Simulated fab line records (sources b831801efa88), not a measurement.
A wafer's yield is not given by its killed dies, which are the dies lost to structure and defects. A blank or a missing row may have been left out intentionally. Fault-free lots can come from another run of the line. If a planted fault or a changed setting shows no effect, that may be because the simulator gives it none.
fab line records -- flow sky130
[record] lots = 14, wafers = 42, last_day = 50
route steps=708 shown CONTACT@424 METAL1@452 VIA1@473 METAL2@483
lots untouched by any fault: they come from a run of this same line in which no faults occurred
start_h: the number of hours between the record's first day and the start of the first shown wafer of the lot -- wait_h: hours since the lot's step before -- " same as the row above -- L1.1+2: several wafers, shown together as one row -- - no value, or no start was given -- * or withheld: withheld -- < > ~ a bound
route shown NAME@n: a module of which the file shows steps, and the number in the route of the first -- usual: average and standard deviation across the fault-free wafers -- same: alike in all rows -- chamber/n: place in a boat -- sites: the reading at each site -- _std_site: their standard deviation -- _edge_site: outer sites' mean less inner sites' -- radius_mm: for every site, how far away it sits from the centre of the wafer -- mask NAME#n: copy n -- behind: the tool/chamber that last shaped the wafer -- hold: why the lot went on hold/how many hours it stayed there/how the hold came to an end -- device: the n, p or np transistor that did not switch -- end of line: tests of these same wafers at the route's end -- for a step that has no rows: nothing shown but its recipe -- killed: not the wafer's yield, but the dies lost to structure and defects at the first sort -- map: dies across one wafer; x = killed, . = not, _ = none there
set.NAME: setting as actually run; set.NAME@STEP: the setting as run at that earlier step -- model.NAME: the simulator's own value behind a step, which no gauge read
the route's steps for a sample of lots (tables are steps, rows are wafers)
services: the hour from which a tool's chamber was out of use, counted from the record's first day as start_h (under 0 if before that day), plus the number of hours and why
[[steps]]
[step SKY_CONTACT_ETCH_18]
[recipe] target = Si3N4, chemistry = CHF3/O2, stop_on = TiN, source_w = 600, bias_w = 200, pressure_mtorr = 40, chf3_flow_sccm = 50, O2_flow_sccm = 5, time_s = 39, target_depth_a = 750
[usual] drypump_motor_current_A = 5.7/0.4, oes_product_au = 0.855/0.0075, throttle_valve_pct = 8.792/0.0098
lot.wafer,tool,chamber,start_h,wait_h,drypump_motor_current_A,oes_product_au,rf_hours_counter_h,throttle_valve_pct
L222.2,rie_diel-02,3,-,-,5.0,0.842,14,8.814
L222.5,rie_diel-02,0,-,-,5.9,0.856,-,8.770
L222.6,rie_diel-02,1,-,-,6.5,0.842,-,8.776
L221.1,rie_diel-04,1,-,-,5.7,0.847,9,8.803
L221.3,rie_diel-04,0,-,-,5.6,0.846,10,8.781
L221.5,rie_diel-04,2,-,-,5.6,0.861,-,8.789
L226.1,rie_diel-04,0,-,-,5.6,0.861,11,8.803
L226.2,rie_diel-04,3,-,-,6.5,0.849,7,8.794
L226.4,rie_diel-04,2,-,-,5.6,0.860,4,8.788
L225.1,rie_diel-04,3,-,-,6.5,0.842,7,8.785
L225.3,rie_diel-04,2,-,-,5.7,0.856,4,8.793
L225.5,rie_diel-04,2,-,-,5.7,0.859,-,8.794
L227.3,rie_diel-01,3,-,-,5.4,0.848,7,8.790
L227.4,rie_diel-01,2,-,-,5.3,0.863,8,8.805
L227.6,rie_diel-01,3,-,-,5.3,0.865,-,8.797
L230.1,rie_diel-01,3,-,-,5.3,0.843,8,8.789
L230.5,rie_diel-01,3,-,-,5.4,0.858,-,8.787
L230.6,rie_diel-01,2,-,-,5.4,0.858,-,8.781
L231.1,rie_diel-02,1,-,-,6.5,0.850,14,8.803
L231.2,rie_diel-02,3,-,-,5.0,0.857,17,8.778
L231.4,rie_diel-02,2,-,-,5.6,0.856,4,8.789
L234.1,rie_diel-04,2,-,-,5.7,0.854,5,8.789
L234.3,rie_diel-04,3,-,-,6.5,0.848,9,8.797
L234.6,rie_diel-04,1,-,-,5.7,0.867,-,8.811
L235.1,rie_diel-04,1,-,-,5.7,0.853,13,8.784
L235.4,rie_diel-04,0,-,-,5.6,0.866,13,8.796
L235.6,rie_diel-04,3,-,-,6.5,0.871,-,8.810
L238.3,rie_diel-01,0,-,-,6.0,0.845,18,8.778
L238.5,rie_diel-01,0,-,-,6.0,0.861,-,8.791
L238.6,rie_diel-01,1,-,-,5.4,0.851,-,8.775
L241.1,rie_diel-04,2,-,-,5.6,0.851,7,8.798
L241.4,rie_diel-04,3,-,-,6.5,0.861,11,8.797
L241.5,rie_diel-04,1,-,-,5.6,0.850,-,8.799
L242.2,rie_diel-04,2,-,-,5.7,0.843,7,8.781
L242.3,rie_diel-04,3,-,-,6.5,0.851,11,8.795
L242.5,rie_diel-04,3,-,-,6.5,0.867,-,8.791
L243.1,rie_diel-04,0,-,-,5.6,0.847,15,8.793
L243.3,rie_diel-04,3,-,-,6.5,0.853,11,8.793
L243.5,rie_diel-04,1,-,-,5.7,0.851,-,8.785
L244.1,rie_diel-02,3,-,-,5.0,0.852,19,8.789
L244.2,rie_diel-02,1,-,-,6.5,0.853,17,8.805
L244.6,rie_diel-02,0,-,-,5.9,0.863,-,8.801
[step SKY_METAL1_ETCH_18]
[recipe] chemistry = N2/H2, target = BARC, ion_energy_ev = 200, bias_w = 100, pressure_mtorr = 30, n2_flow_sccm = 100, h2_flow_sccm = 200, icp_w = 500, stop_on = SiO2, time_s = 45.9, target_depth_a = 600
[usual] drypump_motor_current_A = 5.6/0.38, oes_product_au = 0.855/0.004, throttle_valve_pct = 13.224/0.009
lot.wafer,tool,chamber,start_h,wait_h,drypump_motor_current_A,oes_product_au,rf_hours_counter_h,throttle_valve_pct
L222.2,rie_metal-01,1,766.19,0.0,5.6,0.854,4,13.228
L222.5,rie_metal-01,1,766.19,0.0,5.6,0.858,-,13.217
L222.6,rie_metal-01,0,766.19,0.0,5.4,0.850,-,13.222
L221.1,rie_metal-04,1,766.97,0.0,6.3,0.857,14,13.227
L221.3,rie_metal-04,1,766.97,0.0,6.4,0.855,-,13.235
L221.5,rie_metal-04,0,766.97,0.0,5.2,0.851,-,13.230
L226.1,rie_metal-04,0,803.52,0.1,5.3,0.851,9,13.201
L226.2,rie_metal-04,0,803.52,0.1,5.2,0.855,-,13.224
L226.4,rie_metal-04,0,803.52,0.1,5.2,0.855,-,13.218
L225.1,rie_metal-03,1,807.21,0.0,5.9,0.855,10,13.205
L225.3,rie_metal-03,1,807.21,0.0,5.9,0.851,-,13.217
L225.5,rie_metal-03,1,807.21,0.0,5.9,0.852,-,13.225
L227.3,rie_metal-01,0,807.58,0.0,5.4,0.854,-,13.220
L227.4,rie_metal-01,1,807.58,0.0,5.6,0.856,-,13.218
L227.6,rie_metal-01,0,807.58,0.0,5.4,0.855,-,13.227
L230.1,rie_metal-03,0,840.99,0.0,5.3,0.854,2,13.224
L230.5,rie_metal-03,0,840.99,0.0,5.3,0.850,-,13.237
L230.6,rie_metal-03,1,840.99,0.0,5.9,0.852,-,13.251
L231.1,rie_metal-04,0,841.34,0.0,5.3,0.845,12,13.211
L231.2,rie_metal-04,1,841.34,0.0,6.4,0.854,1,13.235
L231.4,rie_metal-04,0,841.34,0.0,5.3,0.848,-,13.208
L234.1,rie_metal-03,0,857.67,0.0,5.3,0.851,3,13.222
L234.3,rie_metal-03,1,857.67,0.0,5.9,0.860,-,13.224
L234.6,rie_metal-03,0,857.67,0.0,5.3,0.856,-,13.228
L235.1,rie_metal-04,0,867.14,0.0,5.2,0.856,13,13.225
L235.4,rie_metal-04,1,867.14,0.0,6.3,0.860,-,13.214
L235.6,rie_metal-04,0,867.14,0.0,5.3,0.854,-,13.222
L238.3,rie_metal-03,0,906.23,0.0,5.3,0.854,-,13.228
L238.5,rie_metal-03,0,906.23,0.0,5.4,0.856,-,13.228
L238.6,rie_metal-03,1,906.23,0.0,5.9,0.864,-,13.225
L241.1,rie_metal-04,0,913.84,0.0,5.2,0.854,15,13.231
L241.4,rie_metal-04,0,913.84,0.0,5.3,0.855,-,13.209
L241.5,rie_metal-04,1,913.84,0.0,6.4,0.856,-,13.226
L242.2,rie_metal-03,0,919.49,0.0,5.3,0.851,6,13.232
L242.3,rie_metal-03,1,919.49,0.0,5.9,0.862,-,13.224
L242.5,rie_metal-03,1,919.49,0.0,5.9,0.856,-,13.235
L243.1,rie_metal-01,1,920.64,0.0,5.6,0.853,9,13.222
L243.3,rie_metal-01,1,920.64,0.0,5.6,0.857,-,13.221
L243.5,rie_metal-01,0,920.64,0.0,5.4,0.854,-,13.226
L244.1,rie_metal-03,1,930.84,0.1,5.9,0.860,15,13.218
L244.2,rie_metal-03,1,930.84,0.1,5.9,0.851,-,13.233
L244.6,rie_metal-03,1,930.84,0.1,5.9,0.859,-,13.227
[step SKY_VIA1_ETCH_15]
[recipe] target = SiO2, chemistry = C4F8/O2/Ar, target_depth_nm = 351, stop_on = TiN, mask_material = KrF-thick, source_w = 1500, bias_w = 1200, pressure_mtorr = 40, c4f8_flow_sccm = withheld, O2_flow_sccm = 6, Ar_flow_sccm = 300, time_s = 54
[usual] oes_product_au = 0.983/0.0059
lot.wafer,tool,chamber,start_h,wait_h,oes_product_au,rf_hours_counter_h
L222.2,rie_diel-04,1,794.97,0.0,0.988,11
L222.5,rie_diel-04,1,794.97,0.0,0.989,-
L222.6,rie_diel-04,2,794.97,0.0,0.988,-
L221.1,rie_diel-03,0,796.56,0.0,0.991,22
L221.3,rie_diel-03,2,796.56,0.0,0.972,7
L221.5,rie_diel-03,1,796.56,0.0,0.983,-
L226.1,rie_diel-01,2,831.26,0.0,0.989,10
L226.2,rie_diel-01,3,831.26,0.0,0.985,9
L226.4,rie_diel-01,1,831.26,0.0,0.980,10
L225.1,rie_diel-03,2,834.26,0.0,0.977,8
L225.3,rie_diel-03,3,834.26,0.0,0.983,7
L225.5,rie_diel-03,1,834.26,0.0,0.988,-
L227.3,rie_diel-04,1,835.91,0.0,0.989,13
L227.4,rie_diel-04,3,835.91,0.0,0.983,9
L227.6,rie_diel-04,3,835.91,0.0,0.972,-
L230.1,rie_diel-01,0,868.75,0.0,0.985,17
L230.5,rie_diel-01,3,868.75,0.0,0.881,-
L230.6,rie_diel-01,2,868.75,0.0,0.972,-
L231.1,rie_diel-01,0,869.45,0.0,0.989,17
L231.2,rie_diel-01,2,869.45,0.0,0.986,11
L231.4,rie_diel-01,3,869.45,0.0,0.885,10
L234.1,rie_diel-04,3,885.16,0.0,0.982,11
L234.3,rie_diel-04,0,885.16,0.0,0.979,15
L234.6,rie_diel-04,2,885.16,0.0,0.982,-
L235.1,rie_diel-03,3,894.45,0.0,0.981,9
L235.4,rie_diel-03,1,894.45,0.0,0.984,13
L235.6,rie_diel-03,3,894.45,0.0,0.985,-
L238.3,rie_diel-03,2,932.72,0.0,0.991,11
L238.5,rie_diel-03,3,932.72,0.0,0.976,-
L238.6,rie_diel-03,2,932.72,0.0,0.990,-
L241.1,rie_diel-04,2,940.87,0.0,0.987,8
L241.4,rie_diel-04,3,940.87,0.0,0.979,12
L241.5,rie_diel-04,2,940.87,0.0,0.989,-
L242.2,rie_diel-04,3,945.07,0.0,0.979,12
L242.3,rie_diel-04,2,945.07,0.0,0.981,8
L242.5,rie_diel-04,1,945.07,0.0,0.998,-
L243.1,rie_diel-03,1,945.97,0.0,0.979,14
L243.3,rie_diel-03,0,945.97,0.0,0.975,2
L243.5,rie_diel-03,1,945.97,0.0,0.983,-
L244.1,rie_diel-04,1,956.16,0.0,0.992,16
L244.2,rie_diel-04,3,956.16,0.0,0.984,13
L244.6,rie_diel-04,3,956.16,0.0,0.979,-
[step SKY_VIA1_STRIP_16]
[recipe] chemistry = O2/N2, power_w = 1400, pressure_mtorr = 1500, platen_temp_c = withheld, o2_flow_sccm = 3000, n2_flow_sccm = 300, overash_fraction = 0.5
[usual] drypump_motor_current_A = 5.7/0.5, oes_product_au = 0.416/0.0045, strip_time_to_endpoint_s = 4.458/0.027
lot.wafer,tool,chamber,start_h,wait_h,drypump_motor_current_A,oes_product_au,rf_hours_counter_h,strip_time_to_endpoint_s
L222.2,plasma_asher-01,1,795.02,0.0,5.3,0.408,5,4.417
L222.5,plasma_asher-01,0,795.02,0.0,6.3,0.410,-,4.445
L222.6,plasma_asher-01,1,795.02,0.0,5.3,0.409,-,4.427
L221.1,plasma_asher-02,0,796.61,0.0,5.0,0.416,101,4.424
L221.3,plasma_asher-02,1,796.61,0.0,5.6,0.413,-,4.454
L221.5,plasma_asher-02,0,796.61,0.0,5.0,0.410,-,4.414
L226.1,plasma_asher-02,1,831.31,0.0,5.6,0.419,104,4.462
L226.2,plasma_asher-02,0,831.31,0.0,5.0,0.421,104,4.458
L226.4,plasma_asher-02,1,831.31,0.0,5.6,0.421,-,4.462
L225.1,plasma_asher-01,1,834.31,0.0,5.3,0.416,9,4.446
L225.3,plasma_asher-01,0,834.31,0.0,6.3,0.409,-,4.460
L225.5,plasma_asher-01,0,834.31,0.0,6.3,0.417,-,4.453
L227.3,plasma_asher-02,1,835.99,0.1,5.6,0.409,-,4.445
L227.4,plasma_asher-02,0,835.99,0.1,5.0,0.423,-,4.481
L227.6,plasma_asher-02,0,835.99,0.1,5.0,0.419,-,4.493
L230.1,plasma_asher-01,1,868.80,0.0,5.4,0.415,13,4.480
L230.5,plasma_asher-01,1,868.80,0.0,5.4,0.427,-,4.602
L230.6,plasma_asher-01,0,868.80,0.0,6.3,0.418,-,4.472
L231.1,plasma_asher-02,1,869.50,0.0,5.6,0.417,109,4.489
L231.2,plasma_asher-02,0,869.50,0.0,5.0,0.417,109,4.438
L231.4,plasma_asher-02,1,869.50,0.0,5.6,0.425,-,4.557
L234.1,plasma_asher-02,0,885.21,0.0,5.0,0.413,110,4.463
L234.3,plasma_asher-02,1,885.21,0.0,5.6,0.421,-,4.464
L234.6,plasma_asher-02,1,885.21,0.0,5.6,0.420,-,4.442
L235.1,plasma_asher-03,0,894.50,0.0,6.0,0.413,77,4.453
L235.4,plasma_asher-03,1,894.50,0.0,6.2,0.409,-,4.445
L235.6,plasma_asher-03,1,894.50,0.0,6.2,0.413,-,4.460
L238.3,plasma_asher-01,1,932.80,0.1,5.4,0.410,-,4.438
L238.5,plasma_asher-01,0,932.80,0.1,6.3,0.407,-,4.486
L238.6,plasma_asher-01,1,932.80,0.1,5.4,0.410,-,4.458
L241.1,plasma_asher-02,1,940.92,0.0,5.6,0.408,116,4.453
L241.4,plasma_asher-02,0,940.92,0.0,5.0,0.424,-,4.493
L241.5,plasma_asher-02,0,940.92,0.0,5.0,0.415,-,4.468
L242.2,plasma_asher-03,0,945.12,0.0,6.1,0.419,83,4.470
L242.3,plasma_asher-03,0,945.12,0.0,6.1,0.414,-,4.454
L242.5,plasma_asher-03,1,945.12,0.0,6.2,0.417,-,4.414
L243.1,plasma_asher-03,0,946.02,0.0,6.0,0.411,83,4.478
L243.3,plasma_asher-03,1,946.02,0.0,6.2,0.410,-,4.472
L243.5,plasma_asher-03,1,946.02,0.0,6.2,0.421,-,4.473
L244.1,plasma_asher-01,1,956.21,0.0,5.4,0.414,21,4.457
L244.2,plasma_asher-01,0,956.21,0.0,6.3,0.414,21,4.482
L244.6,plasma_asher-01,0,956.21,0.0,6.3,0.422,-,4.519
[step SKY_VIA1_CVD_21]
[recipe] material = W, target_thk_nm = 270, time_s = 80.902, temp_c = 400, pressure_torr = 40
[usual] heater_power_w = 881/89
lot.wafer,tool,chamber,start_h,wait_h,heater_power_w
L222.2,cvd_w-01,0,795.67,0.0,830
L222.5,cvd_w-01,0,795.67,0.0,840
L222.6,cvd_w-01,1,795.67,0.0,831
L221.1,cvd_w-01,1,797.29,0.0,823
L221.3,cvd_w-01,0,797.29,0.0,818
L221.5,cvd_w-01,1,797.29,0.0,851
L226.1,cvd_w-02,0,831.96,0.0,1023
L226.2,cvd_w-02,1,831.96,0.0,807
L226.4,cvd_w-02,1,831.96,0.0,796
L225.1,cvd_w-01,0,834.99,0.0,815
L225.3,cvd_w-01,0,834.99,0.0,838
L225.5,cvd_w-01,1,834.99,0.0,854
L227.3,cvd_w-02,1,837.08,0.1,835
L227.4,cvd_w-02,0,837.08,0.1,1038
L227.6,cvd_w-02,1,837.08,0.1,839
L230.1,cvd_w-01,1,869.45,0.0,848
L230.5,cvd_w-01,0,869.45,0.0,824
L230.6,cvd_w-01,1,869.45,0.0,860
L231.1,cvd_w-01,1,870.15,0.0,847
L231.2,cvd_w-01,0,870.15,0.0,800
L231.4,cvd_w-01,0,870.15,0.0,820
L234.1,cvd_w-01,1,885.87,0.0,845
L234.3,cvd_w-01,0,885.87,0.0,835
L234.6,cvd_w-01,1,885.87,0.0,834
L235.1,cvd_w-01,1,895.15,0.0,836
L235.4,cvd_w-01,0,895.15,0.0,840
L235.6,cvd_w-01,0,895.15,0.0,818
L238.3,cvd_w-02,1,933.49,0.1,846
L238.5,cvd_w-02,1,933.49,0.1,830
L238.6,cvd_w-02,0,933.49,0.1,1009
L241.1,cvd_w-01,1,941.72,0.0,805
L241.4,cvd_w-01,1,941.72,0.0,800
L241.5,cvd_w-01,1,941.72,0.0,777
L242.2,cvd_w-02,0,945.78,0.0,1006
L242.3,cvd_w-02,0,945.78,0.0,1046
L242.5,cvd_w-02,0,945.78,0.0,1035
L243.1,cvd_w-02,1,946.77,0.0,850
L243.3,cvd_w-02,1,946.77,0.0,849
L243.5,cvd_w-02,0,946.77,0.0,1014
L244.1,cvd_w-01,0,956.88,0.0,771
L244.2,cvd_w-01,0,956.88,0.0,772
L244.6,cvd_w-01,0,956.88,0.0,788
[step SKY_METAL2_SPUTTER_00]
[recipe] material = Ti, target_thk_nm = 15, power_w = 3000, time_s = 10, chamber_pressure_pa = 0.4
[usual] throttle_valve_pct = 29.8/1
lot.wafer,tool,chamber,start_h,wait_h,throttle_valve_pct
L222.2,pvd_sputter-02,-,796.52,0.1,30.5
L222.5,pvd_sputter-02,-,796.52,0.1,31.2
L222.6,pvd_sputter-02,-,796.52,0.1,29.3
L221.1,pvd_sputter-03,-,798.51,0.2,30.8
L221.3,pvd_sputter-03,-,798.51,0.2,30.5
L221.5,pvd_sputter-03,-,798.51,0.2,30.4
L226.1,pvd_sputter-02,-,832.53,0.2,28.9
L226.2,pvd_sputter-02,-,832.53,0.2,30.5
L226.4,pvd_sputter-02,-,832.53,0.2,31.0
L225.1,pvd_sputter-03,-,835.57,0.2,30.7
L225.3,pvd_sputter-03,-,835.57,0.2,30.6
L225.5,pvd_sputter-03,-,835.57,0.2,30.3
L227.3,pvd_sputter-01,-,837.62,0.1,29.3
L227.4,pvd_sputter-01,-,837.62,0.1,28.4
L227.6,pvd_sputter-01,-,837.62,0.1,28.9
L230.1,pvd_sputter-03,-,870.03,0.1,30.6
L230.6,pvd_sputter-03,-,870.03,0.1,30.9
L231.1,pvd_sputter-01,-,870.73,0.2,28.7
L231.2,pvd_sputter-01,-,870.73,0.2,27.7
L234.1,pvd_sputter-03,-,886.44,0.1,30.9
L234.3,pvd_sputter-03,-,886.44,0.1,30.3
L234.6,pvd_sputter-03,-,886.44,0.1,30.6
L235.1,pvd_sputter-02,-,895.73,0.2,31.0
L235.4,pvd_sputter-02,-,895.73,0.2,30.7
L235.6,pvd_sputter-02,-,895.73,0.2,30.5
L238.3,pvd_sputter-02,-,934.03,0.2,30.9
L238.5,pvd_sputter-02,-,934.03,0.2,30.3
L238.6,pvd_sputter-02,-,934.03,0.2,31.1
L241.1,pvd_sputter-01,-,942.38,0.1,27.8
L241.4,pvd_sputter-01,-,942.38,0.1,28.4
L241.5,pvd_sputter-01,-,942.38,0.1,29.4
L242.2,pvd_sputter-02,-,946.36,0.1,30.4
L242.3,pvd_sputter-02,-,946.36,0.1,29.3
L242.5,pvd_sputter-02,-,946.36,0.1,30.6
L243.1,pvd_sputter-02,-,947.35,0.1,31.2
L243.3,pvd_sputter-02,-,947.35,0.1,30.6
L243.5,pvd_sputter-02,-,947.35,0.1,29.3
L244.1,pvd_sputter-01,-,957.54,0.1,29.1
L244.2,pvd_sputter-01,-,957.54,0.1,28.6
L244.6,pvd_sputter-01,-,957.54,0.1,28.1
[step SKY_METAL2_SPUTTER_01]
[recipe] material = TiN, target_thk_nm = 20, power_w = 6500, time_s = 16.7, chamber_pressure_pa = 0.4
[usual] throttle_valve_pct = 29.8/1
lot.wafer,tool,chamber,start_h,wait_h,throttle_valve_pct
L222.2,pvd_sputter-02,-,796.54,0.0,30.5
L222.5,pvd_sputter-02,-,796.54,0.0,31.0
L222.6,pvd_sputter-02,-,796.54,0.0,29.0
L221.1,pvd_sputter-03,-,798.53,0.0,31.1
L221.3,pvd_sputter-03,-,798.53,0.0,30.5
L221.5,pvd_sputter-03,-,798.53,0.0,30.4
L226.1,pvd_sputter-02,-,832.56,0.0,28.9
L226.2,pvd_sputter-02,-,832.56,0.0,30.4
L226.4,pvd_sputter-02,-,832.56,0.0,31.0
L225.1,pvd_sputter-03,-,835.59,0.0,30.5
L225.3,pvd_sputter-03,-,835.59,0.0,30.8
L225.5,pvd_sputter-03,-,835.59,0.0,30.4
L227.3,pvd_sputter-01,-,837.65,0.0,29.1
L227.4,pvd_sputter-01,-,837.65,0.0,28.0
L227.6,pvd_sputter-01,-,837.65,0.0,28.6
L230.1,pvd_sputter-03,-,870.05,0.0,30.6
L230.6,pvd_sputter-03,-,870.05,0.0,30.5
L231.1,pvd_sputter-01,-,870.75,0.0,28.8
L231.2,pvd_sputter-01,-,870.75,0.0,28.0
L234.1,pvd_sputter-03,-,886.46,0.0,31.0
L234.3,pvd_sputter-03,-,886.46,0.0,30.3
L234.6,pvd_sputter-03,-,886.46,0.0,30.4
L235.1,pvd_sputter-02,-,895.75,0.0,30.9
L235.4,pvd_sputter-02,-,895.75,0.0,30.8
L235.6,pvd_sputter-02,-,895.75,0.0,30.0
L238.3,pvd_sputter-02,-,934.05,0.0,30.9
L238.5,pvd_sputter-02,-,934.05,0.0,30.3
L238.6,pvd_sputter-02,-,934.05,0.0,30.9
L241.1,pvd_sputter-01,-,942.40,0.0,28.0
L241.4,pvd_sputter-01,-,942.40,0.0,28.7
L241.5,pvd_sputter-01,-,942.40,0.0,29.2
L242.2,pvd_sputter-02,-,946.38,0.0,30.4
L242.3,pvd_sputter-02,-,946.38,0.0,28.8
L242.5,pvd_sputter-02,-,946.38,0.0,30.7
L243.1,pvd_sputter-02,-,947.37,0.0,31.0
L243.3,pvd_sputter-02,-,947.37,0.0,30.5
L243.5,pvd_sputter-02,-,947.37,0.0,29.1
L244.1,pvd_sputter-01,-,957.56,0.0,29.1
L244.2,pvd_sputter-01,-,957.56,0.0,28.5
L244.6,pvd_sputter-01,-,957.56,0.0,28.0
[[services]]
tool,chamber,start_h,hours,kind
rie_diel-03,3,730.07,11.3,repair
pvd_sputter-01,-,736.71,1.8,repair
rie_diel-01,1,740.98,9.5,repair
rie_diel-04,-,747.34,0.5,repair
rie_diel-04,0,766.69,3.3,repair
pvd_sputter-02,-,781.04,8.3,repair
rie_diel-04,3,781.32,6.6,repair
rie_metal-03,0,791.79,11.3,repair
rie_diel-04,1,802.00,3.3,repair
rie_metal-03,-,803.15,0.6,repair
pvd_sputter-02,-,848.31,1.7,repair
rie_diel-04,2,855.28,1.4,repair
rie_diel-04,-,866.69,2.8,pm
rie_diel-04,-,892.32,0.1,repair
pvd_sputter-01,-,897.79,44.3,repair
cvd_w-01,-,904.00,14.0,pm
cvd_w-01,-,911.81,0.3,repair
rie_metal-03,0,921.33,12.8,repair
cvd_w-01,1,921.38,12.8,repair
rie_diel-04,2,923.76,13.4,repair
cvd_w-01,0,929.19,13.9,repair
rie_diel-01,2,932.80,2.6,repair
cvd_w-01,1,955.20,11.1,repair
rie_metal-03,0,955.49,9.2,repair
[[key]]
[first_sign] step = SKY_VIA1_ETCH_15, reading = oes_product_au, direction = down, sigmas = 17, usual = 0.983, struck = 0.883
[effect] step = SKY_VIA1_STRIP_16, reading = strip_time_to_endpoint_s, direction = up, sigmas = 4.4, usual = *, struck = *
[effect] step = SKY_METAL2_SPUTTER_00, reading = visit, direction = missing
[effect] step = SKY_METAL2_SPUTTER_01, reading = visit, direction = missing
met_at SKY_VIA1_ETCH_15
struck_lots L230,L231
struck_wafers L230.5,L231.4
later_rows_left_out L230.5,L231.4
sort_left_out L230.5,L231.4
not_acting_at SKY_CONTACT_ETCH_18,SKY_METAL1_ETCH_18,SKY_VIA1_CVD_21
onset_between 831.26 868.75
[fault] kind = process_parameter_drift, tool = rie_diel-01, chamber = 3, onset_h = 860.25, steps = SKY_VIA1_ETCH_15, channel = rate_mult, offset = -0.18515, shape = step, end_h = 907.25
// sort_left_out: the simulated sort isn't trusted on such a fault, so these wafers' sort isn't shown, and their yield isn't known
// later_rows_left_out: the simulator's readings of these wafers behind a module that went badly wrong aren't trusted and aren't shown, but for the sort
